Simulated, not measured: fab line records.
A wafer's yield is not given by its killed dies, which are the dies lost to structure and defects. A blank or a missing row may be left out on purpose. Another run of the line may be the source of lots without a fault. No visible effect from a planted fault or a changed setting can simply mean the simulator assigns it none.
Chamber matching -- flow gf180mcu -- 4 sister chambers for GF_V5_CMP_26 on cmp-02
The step polishes, stops on SiO2, t overpolish 15 s, target thk 0 nm. 8 wafers are shown with their chamber, then 12 later ones without.

== WAFERS WITH THEIR CHAMBER ==
wafer,chamber,time to endpoint s (s),motor current A (A)
L085.1,1,88,11.7
L090.1,1,88,11.4
L091.2,2,71,10.3
L091.3,0,77,12.1
L091.6,3,93,11.8
L089.1,0,74,12.1
L089.3,3,86,11.9
L089.4,2,71,10.7

== WAFERS WHOSE CHAMBER IS MISSING ==
wafer,time to endpoint s (s),motor current A (A)
L092.1,73,12.3
L092.2,87,11.4
L092.3,86,11.4
L093.1,92,11.1
L093.3,78,11.9
L093.6,93,11.9
L094.1,87,12.2
L094.4,72,11.8
L094.5,83,12.1
L095.1,83,11.1
L095.3,75,12.2
L095.4,71,10.3

== WHICH CHAMBER EACH ONE RAN IN ==
wafer,from the rows above,in truth
L092.1,0,0
L092.2,can't be placed: 1 or 3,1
L092.3,can't be placed: 1 or 3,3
L093.1,can't be placed: 1 or 3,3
L093.3,0,0
L093.6,can't be placed: 3 or 1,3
L094.1,can't be placed: 3 or 1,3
L094.4,0,0
L094.5,can't be placed: 3 or 0 or 1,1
L095.1,can't be placed: 1 or 3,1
L095.3,0,0
L095.4,2,2
Correct placement for 5 of the 12. Can't be placed from these rows: 7 (the true chamber is among the candidates in 7). Wrongly placed: 0.
How it was worked out, from the rows above alone: a wafer's distance from a chamber is the root of the sum, over the readings, of the square of ((its reading less the chamber's mean) divided by the reading's scatter). If the next closest chamber is less than 2 further off than the closest, the wafer can't be placed; otherwise it belongs to the closest. The mean given for a chamber averages the wafers shown for that chamber. The scatter: take each reading less its chamber's mean, square it, sum over the shown wafers, divide by the number of wafers less the number of chambers, and take the root.
